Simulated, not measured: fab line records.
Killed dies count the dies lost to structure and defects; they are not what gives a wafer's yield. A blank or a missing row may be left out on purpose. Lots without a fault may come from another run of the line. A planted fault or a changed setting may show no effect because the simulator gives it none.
Which tool did it? + flow gf180mcu + 39 wafers from 13 lots sampled at 5 of the route's 602 steps

## WHAT THE GAUGES SHOWED, per wafer
GF_M2_CD_MEAS_14: target cd 280 nm. Usual: 279.7 nm for cd_nm, sd 1.3.
| lot  | measured     | on        | cd_nm (nm)        | flag |
|------|--------------|-----------|-------------------|------|
| L717 | day 19 04:45 | cd_sem-02 | 281.6 281.1 281.9 |      |
| L719 | day 20 01:58 | cd_sem-02 | 282.0 281.6 282.3 |      |
| L720 | day 20 11:04 | cd_sem-02 | 276.3 279.6 278.4 |      |
| L721 | day 20 19:38 | cd_sem-02 | 278.8 278.6 280.2 |      |
| L722 | day 21 07:19 | cd_sem-02 | 278.2 278.6 278.5 |      |
| L723 | day 21 14:49 | cd_sem-02 | 278.9 279.6 278.7 |      |
| L724 | day 22 08:04 | cd_sem-02 | 278.4 279.4 278.3 |      |
| L725 | day 22 13:17 | cd_sem-01 | 279.9 280.1 280.4 |      |
| L735 | day 25 17:01 | cd_sem-02 | 279.3 279.2 278.9 |      |
| L736 | day 25 20:56 | cd_sem-01 | 281.7 280.3 281.0 |      |
| L738 | day 26 14:52 | cd_sem-01 | 279.6 279.5 278.7 |      |
| L739 | day 26 21:28 | cd_sem-02 | 282.0 281.1 280.3 |      |
| L740 | day 27 02:32 | cd_sem-02 | 280.7 279.4 280.5 |      |

GF_M3_THK_MEAS_06: measures by xrf. Usual: M3_ALCU_THK 447 nm, standard deviation 6.
| lot  | measured     | on            | M3_ALCU_THK (nm) | flag |
|------|--------------|---------------|------------------|------|
| L717 | day 20 08:28 | film_metro-03 | 448 446 446      |      |
| L719 | day 21 05:14 | film_metro-04 | 446 453 453      |      |
| L720 | day 21 14:19 | film_metro-04 | 450 454 450      |      |
| L721 | day 21 22:51 | film_metro-04 | 439 453 446      |      |
| L722 | day 22 09:32 | film_metro-03 | 450 451 458      |      |
| L723 | day 22 17:55 | film_metro-03 | 436 437 440      |      |
| L724 | day 23 10:50 | film_metro-04 | 448 444 442      |      |
| L725 | day 23 15:05 | film_metro-04 | 450 449 453      |      |
| L735 | day 26 17:40 | film_metro-03 | 450 449 450      |      |
| L736 | day 26 21:17 | film_metro-03 | 451 450 449      |      |
| L738 | day 27 14:02 | film_metro-03 | 453 456 455      |      |
| L739 | day 27 20:53 | film_metro-04 | 453 438 436      |      |
| L740 | day 28 02:09 | film_metro-04 | 445 451 444      |      |

GF_M3_OVL_MEAS_15. Usual: M3_OVL 0 nm, standard deviation 5.2.
| lot  | measured     | on         | M3_OVL (nm) | flag |
|------|--------------|------------|-------------|------|
| L717 | day 21 08:35 | overlay-02 | 4 -5 -3     |      |
| L719 | day 22 04:49 | overlay-01 | 4 -1 9      |      |
| L720 | day 22 14:20 | overlay-02 | -2 2 4      |      |
| L721 | day 22 22:50 | overlay-01 | 3 -4 4      |      |
| L722 | day 23 09:22 | overlay-01 | 2 11 -3     |      |
| L723 | day 23 17:07 | overlay-02 | -5 -15 -3   |      |
| L724 | day 24 09:22 | overlay-01 | -4 -2 -4    |      |
| L725 | day 24 13:17 | overlay-02 | -4 -5 4     |      |
| L735 | day 27 13:52 | overlay-01 | 95 89 87    | OFF  |
| L736 | day 27 16:40 | overlay-01 | 79 80 87    | OFF  |
| L738 | day 28 09:20 | overlay-02 | 0 6 10      |      |
| L739 | day 28 16:35 | overlay-01 | -6 -10 -3   |      |
| L740 | day 28 21:39 | overlay-01 | 0 -3 1      |      |

## TOOL THAT RAN EACH LOT (tool first, then ch and the chambers of the sampled wafers, then the start)
| lot  | GF_M3_SPUTTER_02             | GF_M3_EXPOSE_11                   |
|------|------------------------------|-----------------------------------|
| L717 | pvd_sputter-04, day 20 08:13 | krf_scanner-01 ch 0, day 20 20:13 |
| L719 | pvd_sputter-04, day 21 05:01 | krf_scanner-02 ch 0, day 21 16:46 |
| L720 | pvd_sputter-04, day 21 14:05 | krf_scanner-01 ch 0, day 22 02:22 |
| L721 | pvd_sputter-02, day 21 22:37 | krf_scanner-02 ch 0, day 22 11:14 |
| L722 | pvd_sputter-04, day 22 09:19 | krf_scanner-01 ch 0, day 22 21:37 |
| L723 | pvd_sputter-04, day 22 17:41 | krf_scanner-02 ch 0, day 23 05:52 |
| L724 | pvd_sputter-04, day 23 10:37 | krf_scanner-02 ch 0, day 23 22:04 |
| L725 | pvd_sputter-01, day 23 14:53 | krf_scanner-02 ch 0, day 24 02:08 |
| L735 | pvd_sputter-01, day 26 17:27 | krf_scanner-02 ch 0, day 27 03:57 |
| L736 | pvd_sputter-02, day 26 21:03 | krf_scanner-02 ch 0, day 27 07:19 |
| L738 | pvd_sputter-01, day 27 13:49 | krf_scanner-01 ch 0, day 27 23:59 |
| L739 | pvd_sputter-02, day 27 20:40 | krf_scanner-01 ch 0, day 28 07:17 |
| L740 | pvd_sputter-04, day 28 01:56 | krf_scanner-01 ch 0, day 28 11:50 |
- GF_M3_SPUTTER_02: material AlCu, target thk 450 nm, time 23.9 s.
- GF_M3_EXPOSE_11: exposes mask Metal3, target cd 280 nm.

## AS READ BY THE TOOLS THEMSELVES (means over the sampled wafers that have a number; for cases with no such wafer, the mark the record gives instead)
GF_M3_SPUTTER_02. Usual: 29.8 % for throttle_valve_pct, sd 1.1.
| lot  | tool           | throttle_valve_pct (%) | flag |
|------|----------------|------------------------|------|
| L717 | pvd_sputter-04 | 30.0                   |      |
| L719 | pvd_sputter-04 | 30.2                   |      |
| L720 | pvd_sputter-04 | 30.7                   |      |
| L721 | pvd_sputter-02 | 29.4                   |      |
| L722 | pvd_sputter-04 | 30.6                   |      |
| L723 | pvd_sputter-04 | 30.1                   |      |
| L724 | pvd_sputter-04 | 30.0                   |      |
| L725 | pvd_sputter-01 | 30.0                   |      |
| L735 | pvd_sputter-01 | 29.7                   |      |
| L736 | pvd_sputter-02 | 27.8                   |      |
| L738 | pvd_sputter-01 | 29.8                   |      |
| L739 | pvd_sputter-02 | 29.9                   |      |
| L740 | pvd_sputter-04 | 30.2                   |      |

GF_M3_EXPOSE_11. Usual: 27.96 for exposure_dose_mJ_cm2, sd 0.031.
| lot  | tool           | exposure_dose_mJ_cm2 | flag |
|------|----------------|----------------------|------|
| L717 | krf_scanner-01 | 27.96                |      |
| L719 | krf_scanner-02 | 27.95                |      |
| L720 | krf_scanner-01 | 27.96                |      |
| L721 | krf_scanner-02 | 27.99                |      |
| L722 | krf_scanner-01 | 27.88                |      |
| L723 | krf_scanner-02 | 28.00                |      |
| L724 | krf_scanner-02 | 27.93                |      |
| L725 | krf_scanner-02 | 27.95                |      |
| L735 | krf_scanner-02 | 27.92                |      |
| L736 | krf_scanner-02 | 27.97                |      |
| L738 | krf_scanner-01 | 27.95                |      |
| L739 | krf_scanner-01 | 27.96                |      |
| L740 | krf_scanner-01 | 27.94                |      |

## THE ANSWER, worked out from the rows above alone
Rule: take the mean of a lot's wafers that have a number; if it is more than 3 standard deviations from the usual mean, the lot is off. A lot without any number at a reading at which 4 lots or more have one is off too. The other lots that the step has rows for count as sound. The gauges are gone through in route order, then the tools' own readings, and for those a lot's mean is taken as printed above. The first step at which some lot is off is used, and at that step the reading that is off furthest; a lot without a number counts as furthest.
Off: at GF_M3_OVL_MEAS_15 (M3_OVL), L735, L736.
If a tool, at a process step before that reading, ran all the lots that are off and no sound lot after the first of them, it fits. The gauges at GF_M3_OVL_MEAS_15 are tried like those tools. One fits: GF_M3_EXPOSE_11 on krf_scanner-02. Its last sound lot is L725 (day 24 02:08), its first lot that is off L735 (day 27 03:57): a fault that began between those two fits.

## WHAT THE SIMULATOR HAD PUT IN
Scanner matching overlay: krf_scanner-02, from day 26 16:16 on, at GF_M3_EXPOSE_11. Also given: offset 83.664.
Lots struck among those shown: L735, L736. The same result came from the rule above.
